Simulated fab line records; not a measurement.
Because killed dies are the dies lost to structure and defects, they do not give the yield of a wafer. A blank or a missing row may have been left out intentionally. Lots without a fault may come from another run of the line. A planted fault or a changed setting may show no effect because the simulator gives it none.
Which of the tools did it? ; flow gf180mcu ; Sampling: 14 lots, 42 wafers, 4 of 602 route steps

WHAT THE GAUGES SHOWED, per wafer
GF_POLY_GATE_OVL_MEAS_11.
lot;measured;on;POLY_GATE_OVL (nm)
L742;day 9 08:26;overlay-01;-7 -1 -6
L743;day 9 14:34;overlay-02;-1 0 7
L744;day 9 16:10;overlay-02;6 4 4
L745;day 10 01:13;overlay-02;1 -2 -4
L746;day 10 06:08;overlay-01;10 0 3
L747;day 10 16:08;overlay-01;-4 -10 -12
L748;day 11 05:50;overlay-02;0 3 -5
L749;day 11 12:26;overlay-02;-7 -3 -4
L754;day 12 17:41;overlay-02;5 -7 2
L758;day 13 17:47;overlay-01;-3 -1 4
L760;day 14 09:28;overlay-02;-2 2 12
L761;day 14 13:42;overlay-01;1 -3 -5
L764;day 15 11:38;overlay-01;8 10 5
L765;day 15 15:39;overlay-02;-8 -6 -1

TOOL THAT RAN EACH LOT (tool first, then ch and the chambers of the sampled wafers, then the start)
lot;GF_STI_PEB_10;GF_STI_ETCH_14;GF_VT_IMPLANT_RTA_45
L742;litho track-04 ch 0, day 2 00:55;rie si-01 ch 0,1,3, day 2 01:28;rtp anneal-01 ch 0, day 7 15:14
L743;litho track-03 ch 0, day 2 08:02;rie si-02 ch 0,2, day 2 08:32;rtp anneal-01 ch 0, day 7 22:34
L744;litho track-01 ch 0, day 2 11:12;rie si-01 ch 0,2,3, day 2 11:41;rtp anneal-01 ch 0, day 8 00:25
L745;litho track-04 ch 0, day 2 18:01;rie si-02 ch 0,2,3, day 2 18:31;rtp anneal-01 ch 0, day 8 09:35
L746;litho track-03 ch 0, day 2 21:32;rie si-01 ch 0,2,3, day 2 22:05;rtp anneal-02 ch 0, day 8 14:39
L747;litho track-03 ch 0, day 3 03:23;rie si-02 ch 0,1, day 3 03:56;rtp anneal-02 ch 0, day 8 22:13
L748;litho track-04 ch 0, day 3 08:16;rie si-01 ch 0,2,3, day 3 08:49;rtp anneal-01 ch 0, day 9 10:55
L749;litho track-03 ch 0, day 3 13:29;rie si-02 ch 2,3, day 3 14:02;rtp anneal-01 ch 0, day 9 18:04
L754;litho track-03 ch 0, day 4 18:14;rie si-02 ch 1,2,3, day 4 18:44;rtp anneal-01 ch 0, day 10 22:26
L758;litho track-04 ch 0, day 5 10:28;rie si-02 ch 0,1,3, day 5 11:01;rtp anneal-02 ch 0, day 11 19:13
L760;litho track-01 ch 0, day 5 23:32;rie si-02 ch 0,1,3, day 6 00:05;rtp anneal-02 ch 0, day 12 09:53
L761;litho track-01 ch 0, day 6 03:30;rie si-02 ch 1,2,3, day 6 03:59;rtp anneal-01 ch 0, day 12 16:22
L764;litho track-01 ch 0, day 6 18:20;rie si-01 ch 1,2,3, day 6 18:53;rtp anneal-02 ch 0, day 13 11:59
L765;litho track-04 ch 0, day 6 23:31;rie si-02 ch 0,1,2, day 6 23:58;rtp anneal-01 ch 0, day 13 17:10
- GF_STI_PEB_10: peb time 90 s.
- GF_STI_ETCH_14: etches Si in HBr/Cl2/O2, target depth 360 nm, time 102.9 s.
- GF_VT_IMPLANT_RTA_45: time 30 s.

WHAT THE TOOLS THEMSELVES READ (means of the sampled wafers that have a number; where no wafer has one, the mark that the record gives instead)
GF_STI_PEB_10.
lot;tool;heater power total W (W);plate temp C (C);resist line temp C (C)
L742;litho track-04;85.69;135.04;23.15
L743;litho track-03;85.66;135.01;22.93
L744;litho track-01;85.64;134.99;22.84
L745;litho track-04;85.70;134.91;23.04
L746;litho track-03;85.66;135.07;23.04
L747;litho track-03;85.68;135.01;23.01
L748;litho track-04;85.78;135.15;23.05
L749;litho track-03;85.16;134.18;22.90
L754;litho track-03;85.03;134.27;23.01
L758;litho track-04;85.79;135.07;23.04
L760;litho track-01;85.73;134.96;23.03
L761;litho track-01;85.72;134.80;23.07
L764;litho track-01;85.74;135.00;23.10
L765;litho track-04;85.68;135.22;23.08

GF_STI_ETCH_14.
lot;tool;drypump motor current A (A);oes product au (a.u.);rf fwd power W (W);throttle valve pct (%)
L742;rie si-01;6.0;0.993;596.5;25.654
L743;rie si-02;6.4;1.006;597.2;25.660
L744;rie si-01;6.2;0.994;595.8;25.668
L745;rie si-02;6.4;1.009;595.5;25.658
L746;rie si-01;6.2;0.994;595.3;25.664
L747;rie si-02;5.9;1.006;597.0;25.646
L748;rie si-01;6.2;0.989;596.4;25.668
L749;rie si-02;6.3;0.998;597.5;25.655
L754;rie si-02;6.1;0.996;596.5;25.652
L758;rie si-02;6.2;0.999;597.6;25.668
L760;rie si-02;6.2;0.992;596.4;25.663
L761;rie si-02;6.1;0.995;597.0;25.653
L764;rie si-01;6.1;0.992;595.2;25.660
L765;rie si-02;6.2;1.000;595.7;25.652

GF_VT_IMPLANT_RTA_45.
lot;tool;lamp power pct (%);wafer_temp_C_max
L742;rtp anneal-01;37.9;1054.7
L743;rtp anneal-01;37.9;1053.8
L744;rtp anneal-01;37.9;1054.5
L745;rtp anneal-01;37.9;1054.5
L746;rtp anneal-02;40.3;1055.4
L747;rtp anneal-02;40.3;1056.9
L748;rtp anneal-01;37.9;1054.2
L749;rtp anneal-01;37.9;1054.1
L754;rtp anneal-01;37.8;1053.0
L758;rtp anneal-02;40.3;1055.8
L760;rtp anneal-02;40.2;1058.1
L761;rtp anneal-01;37.9;1053.6
L764;rtp anneal-02;40.3;1055.8
L765;rtp anneal-01;37.9;1054.7

THE ANSWER, worked out from the rows above alone
Rule: usual is defined by the lots themselves. The widest of any qualifying gaps counts: lots, ordered by their means at a reading, are off when they make up no more than a third of the lots, leave a main group of 4 or more, and stand apart from it by 3 or more times the standard deviation of that group's means. A main group is skipped when, at the precision printed for the reading in the tables above, its means are all equal. Also off: a lot with no number at a reading for which 4 or more lots have one. The other lots that the step has rows for count as sound. Order of review: gauges by route order, followed by the tools' own readings, for which a lot's mean as printed above is used. At the first step where some lot is off, the reading lying furthest off is the one used; lots without a number count as furthest.
Off: L749, L754 (GF_STI_PEB_10, heater power total W). For the main group the mean is 85.71 W and the standard deviation 0.045.
A tool fits if, at that step or a process step before it, it ran every lot that is off, and no sound lot after the first of them. One fits: litho track-03 at GF_STI_PEB_10. A fault onset in the window from L747 (day 3 03:23, its last sound lot) to L749 (day 3 13:29, its first lot off) fits.
The tool's own readings at GF_STI_PEB_10 bear it out: on the lots that are off they differ by more than 5 times the standard deviation of the sound lots' means. heater power total W reads 85.09 W there against 85.71 W on the sound lots; plate temp C reads 134.23 C there against 135.02 C on the sound lots.

WHAT THE SIMULATOR HAD PUT IN
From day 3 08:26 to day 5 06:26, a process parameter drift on litho track-03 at GF_STI_PEB_10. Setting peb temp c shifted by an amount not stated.
Struck lots among those shown: L749, L754. This agrees with what the rule above found.
